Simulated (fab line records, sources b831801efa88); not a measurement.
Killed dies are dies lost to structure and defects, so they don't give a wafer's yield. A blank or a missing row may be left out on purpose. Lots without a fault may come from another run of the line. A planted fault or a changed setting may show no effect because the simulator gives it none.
fab line records | flow sky130
record lots=12 wafers=36 last_day=50
route steps=708 shown NWELL@78 POLY_GATE@218 LDD_P@264 RES_XHIGH@360
lots that met no fault: from a run of the same line without faults
start_h: hours from the record's first day to the start of the lot's first wafer shown | wait_h: hours since the lot's step before | " the same as in the row above | L1.1+2: a row that stands for several wafers | - no value, or no start given | * or withheld: withheld | < > ~ a bound
route shown NAME@n: a module of which the file shows steps, and the number in the route of the first | usual: mean/standard deviation of fault-free wafers | same: alike in all rows | chamber/n: place in a boat | sites: the reading at each site | _std_site: their standard deviation | _edge_site: outer sites' mean less inner sites' | radius_mm: how far each site lies from the wafer's centre | mask NAME#n: copy n | behind: the tool/chamber that last shaped the wafer | hold: why the lot was held/for how many hours/how that ended | device: the transistor (n, p or np) that didn't switch | end of line: the same wafers' tests at the end of the route | a step without rows: its recipe alone | killed: dies lost to structure and defects at the first sort, not the wafer's yield | map: a wafer's dies, x killed, . not, _ none there
set.NAME: the setting as run; set.NAME@STEP: as run at that earlier step | model.NAME: the simulator's own value behind a step, which no gauge read
steps of the route over a sample of lots; a table a step, a row a wafer
services: from which hour (start_h, from the record's first day; less than 0 if before it) a tool's chamber was out of use, for how many hours, and why
## steps
# step SKY_NWELL_STRIP_25
# recipe chemistry=O2/N2 power_w=1400 pressure_mtorr=1500 platen_temp_c=withheld o2_flow_sccm=3000 n2_flow_sccm=300 overash_fraction=0.5
# usual drypump_motor_current_A=5.8/0.34 oes_product_au=0.722/0.0045 strip_time_to_endpoint_s=36.92/0.096
# columns lot.wafer tool chamber start_h wait_h drypump_motor_current_A oes_product_au rf_hours_counter_h strip_time_to_endpoint_s
L169.1 plasma_asher-03 1 113.11 0.1 5.8 0.719 41 36.85
L169.3 " 0 " " 6.1 0.719 - 36.87
L169.6 " 0 " " 6.1 0.720 - 36.83
L170.1 plasma_asher-02 0 120.03 0.1 5.1 0.721 43 36.96
L170.2 " 1 " " 6.2 0.719 43 36.97
L170.4 " 1 " " 6.2 0.724 - 37.01
L171.2 plasma_asher-03 1 126.98 0.1 5.8 0.724 42 36.94
L171.3 " 1 " " 5.8 0.724 - 36.96
L171.6 " 1 " " 5.9 0.724 - 36.91
L172.2 plasma_asher-03 1 131.33 0.1 5.9 0.717 43 36.97
L172.3 " 0 " " 6.1 0.728 - 36.90
L172.6 " 0 " " 6.1 0.719 - 36.94
L173.1 plasma_asher-01 1 135.23 0.1 5.5 0.727 2 36.98
L173.3 " 0 " " 6.0 0.721 - 36.98
L173.4 " 1 " " 5.5 0.729 - 36.96
L175.1 plasma_asher-03 0 152.58 0.1 6.1 0.724 45 36.92
L175.2 " 1 " " 5.8 0.721 45 36.87
L175.3 " 1 " " 5.8 0.730 - 36.94
L176.1 plasma_asher-02 1 166.19 0.1 6.2 0.720 48 36.81
L176.2 " 0 " " 5.1 0.720 48 36.89
L176.3 " 1 " " 6.2 0.733 - 36.94
L178.2 plasma_asher-01 1 175.36 0.1 5.5 0.718 6 36.79
L178.4 " 0 " " 6.0 0.732 - 36.70
L178.6 " 1 " " 5.5 0.720 - 36.67
L179.3 plasma_asher-01 0 182.84 0.1 6.0 0.723 - 37.08
L179.4 " 1 " " 5.4 0.719 - 36.96
L179.6 " 1 " " 5.4 0.722 - 37.00
L182.1 plasma_asher-01 1 194.46 0.1 5.5 0.720 8 37.01
L182.3 " 0 " " 6.0 0.722 - 37.01
L182.6 " 0 " " 6.0 0.722 - 37.03
L183.1 plasma_asher-01 0 201.33 0.1 6.0 0.721 9 36.86
L183.2 " 1 " " 5.5 0.714 9 36.93
L183.3 " 0 " " 6.0 0.724 - 36.99
L190.4 plasma_asher-03 1 241.41 0.1 5.8 0.715 - 36.95
L190.5 " 0 " " 6.1 0.726 - 36.99
L190.6 " 1 " " 5.8 0.721 - 36.87
# step SKY_POLY_GATE_THK_MEAS_04
# recipe reads=Si3N4_of_POLY_GATE_CVD_03
# usual POLY_GATE_CVD_03_THK=74.8/0.71
# columns lot.wafer tool chamber start_h wait_h POLY_GATE_CVD_03_THK[nm]
L169.1 film_metro-02 - 357.61 0.0 76.4
L169.3 " - " " 76.7
L169.6 " - " " 76.2
L170.1 film_metro-02 - 363.87 0.0 76.0
L170.2 " - " " 75.4
L170.4 " - " " 75.8
L171.2 film_metro-02 - 375.96 0.0 74.9
L171.3 " - " " 75.0
L171.6 " - " " 75.2
L172.2 film_metro-04 - 382.11 0.0 74.7
L172.3 " - " " 75.8
L172.6 " - " " 75.0
L173.1 film_metro-03 - 393.59 0.0 75.5
L173.3 " - " " 74.9
L173.4 " - " " 75.1
L175.1 film_metro-02 - 417.12 0.0 75.7
L175.2 " - " " 75.5
L175.3 " - " " 75.0
L176.1 film_metro-02 - 438.32 0.0 74.1
L176.2 " - " " 74.6
L176.3 " - " " 74.0
L178.2 film_metro-04 - 452.50 0.0 75.6
L178.4 " - " " 75.6
L178.6 " - " " 75.5
L179.3 film_metro-04 - 458.70 0.0 73.9
L179.4 " - " " 74.3
L179.6 " - " " 73.8
L182.1 film_metro-02 - 475.39 0.0 74.6
L182.3 " - " " 74.9
L182.6 " - " " 74.4
L183.1 film_metro-02 - 483.85 0.0 74.1
L183.2 " - " " 74.8
L183.3 " - " " 74.8
L190.4 film_metro-03 - 539.48 0.0 74.1
L190.5 " - " " 74.5
L190.6 " - " " 74.9
# step SKY_LDD_P_IMPLANT_09
# recipe species=BF2 energy_kev=25 dose_cm2=1e+13 tilt_deg=withheld
# same implant_ion_amu=49
# columns lot.wafer tool chamber start_h wait_h
L169.1+3+6 implanter-04 0 450.05 0.0
L170.1+2+4 implanter-04 0 457.45 0.0
L171.2+3+6 implanter-02 0 476.80 0.0
L172.2+3+6 implanter-04 0 477.68 0.0
L173.1+3+4 implanter-02 0 492.63 0.0
L175.1+2+3 implanter-02 0 513.00 0.0
L176.1+2+3 implanter-04 0 534.58 0.0
L178.2+4+6 implanter-03 0 547.77 0.0
L179.3+4+6 implanter-04 0 554.65 0.1
L182.1+3+6 implanter-02 0 571.00 0.0
L183.1+2+3 implanter-03 0 578.85 0.0
L183.1+2+3 implanter-03 0 579.17 0.3
L190.4+5+6 implanter-04 0 632.13 0.1
L190.4+5+6 implanter-04 0 632.45 0.3
# step SKY_LDD_P_TW_MEAS_11
# usual LDD_P_TW=634/4.8
# columns lot.wafer tool chamber start_h wait_h LDD_P_TW
L169.1 film_metro-02 - 450.30 0.1 633
L169.3 " - " " 634
L169.6 " - " " 632
L170.1 film_metro-02 - 457.70 0.1 634
L170.2 " - " " 633
L170.4 " - " " 633
L171.2 film_metro-03 - 477.04 0.1 633
L171.3 " - " " 631
L171.6 " - " " 628
L172.2 film_metro-01 - 477.91 0.1 644
L172.3 " - " " 642
L172.6 " - " " 644
L173.1 film_metro-03 - 492.88 0.1 630
L173.3 " - " " 635
L173.4 " - " " 630
L175.1 film_metro-03 - 513.36 0.2 628
L175.2 " - " " 631
L175.3 " - " " 634
L176.1 film_metro-02 - 534.83 0.1 634
L176.2 " - " " 632
L176.3 " - " " 634
L178.2 film_metro-01 - 548.01 0.1 637
L178.4 " - " " 635
L178.6 " - " " 636
L179.3 film_metro-03 - 554.87 0.1 631
L179.4 " - " " 633
L179.6 " - " " 630
L182.1 film_metro-02 - 571.25 0.1 631
L182.3 " - " " 626
L182.6 " - " " 632
L183.1 film_metro-03 - 579.42 0.1 782
L183.2 " - " " 780
L183.3 " - " " 785
L183.1 film_metro-03 - 579.76 0.3 781
L183.2 " - " " 782
L183.3 " - " " 781
L190.4 film_metro-02 - 632.65 0.1 787
L190.5 " - " " 790
L190.6 " - " " 789
L190.4 film_metro-02 - 632.88 0.2 792
L190.5 " - " " 793
L190.6 " - " " 789
# step SKY_SD_N_RS_MEAS_18
# recipe thk_meas_gauge=four-point-probe
# usual RES_XHIGH_RS=332.9/1.2
# columns lot.wafer tool chamber start_h wait_h RES_XHIGH_RS[ohm/sq]
L169.1 film_metro-03 - 666.94 0.1 333.0
L169.3 " - " " 332.7
L169.6 " - " " 334.9
L170.1 film_metro-03 - 673.37 0.1 332.7
L170.2 " - " " 333.7
L170.4 " - " " 332.9
L171.2 film_metro-02 - 691.77 0.1 333.7
L171.3 " - " " 333.9
L171.6 " - " " 333.4
L172.2 film_metro-04 - 692.07 0.1 332.4
L172.3 " - " " 332.2
L172.6 " - " " 331.8
L173.1 film_metro-02 - 704.35 0.1 332.8
L173.3 " - " " 331.1
L173.4 " - " " 332.7
L175.1 film_metro-02 - 723.65 0.1 332.0
L175.2 " - " " 333.5
L175.3 " - " " 333.2
L176.1 film_metro-02 - 744.65 0.1 335.7
L176.2 " - " " 335.3
L176.3 " - " " 337.1
L178.2 film_metro-03 - 754.42 0.1 332.6
L178.4 " - " " 334.3
L178.6 " - " " 333.9
L179.3 film_metro-04 - 760.59 0.1 331.9
L179.4 " - " " 332.5
L179.6 " - " " 331.2
L182.1 film_metro-02 - 773.82 0.1 334.5
L182.3 " - " " 335.1
L182.6 " - " " 333.9
L183.1 film_metro-02 - 784.66 0.1 332.0
L183.2 " - " " 331.7
L183.3 " - " " 332.2
L190.4 film_metro-03 - 835.71 0.1 332.0
L190.5 " - " " 332.5
L190.6 " - " " 331.1
## services
# columns tool chamber start_h hours kind
plasma_asher-01 - 108.75 9.0 pm
plasma_asher-03 - 158.96 5.2 repair
plasma_asher-03 - 168.04 2.3 repair
plasma_asher-03 - 171.45 10.7 repair
implanter-04 - 176.91 0.6 repair
plasma_asher-02 - 185.11 2.8 pm
implanter-04 - 188.94 11.1 repair
plasma_asher-01 - 205.00 3.7 repair
implanter-02 - 228.05 3.4 repair
implanter-04 - 236.28 3.2 pm
implanter-03 - 335.85 5.8 pm
implanter-04 - 380.22 2.5 repair
implanter-03 - 389.00 14.9 repair
plasma_asher-01 - 394.69 12.0 repair
plasma_asher-03 - 421.25 9.0 pm
implanter-02 - 430.90 4.9 repair
implanter-04 - 431.86 2.2 pm
implanter-03 - 474.34 29.7 pm
implanter-04 - 483.99 3.6 repair
implanter-02 - 530.94 3.8 pm
plasma_asher-01 - 536.01 1.9 repair
implanter-03 - 562.14 4.6 repair
implanter-02 - 572.16 1.8 repair
implanter-02 - 630.00 2.8 repair
## key
first_sign step=SKY_LDD_P_IMPLANT_09 reading=visit direction=added
effect step=SKY_LDD_P_TW_MEAS_11 reading=visit direction=added
effect step=SKY_LDD_P_TW_MEAS_11 reading=LDD_P_TW direction=up sigmas=32 usual=634 struck=786
met_at SKY_LDD_P_IMPLANT_09
struck_lots L183,L190
tester_left_out L183,L190
not_acting_at SKY_NWELL_STRIP_25,SKY_POLY_GATE_THK_MEAS_04,SKY_SD_N_RS_MEAS_18
fault kind=repeated_step_whole tool=implanter-02,implanter-03,implanter-04 chamber=- onset_h=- steps=SKY_LDD_P_IMPLANT_09 times=1 scope=struck_lots_only
# tester_left_out: of these lots the tester's yield and bins aren't shown, on N5 and GAA mostly nor the transistor test; their killed dies are dies lost to structure and defects alone, not to doping, threshold or leakage, so they don't give the yield
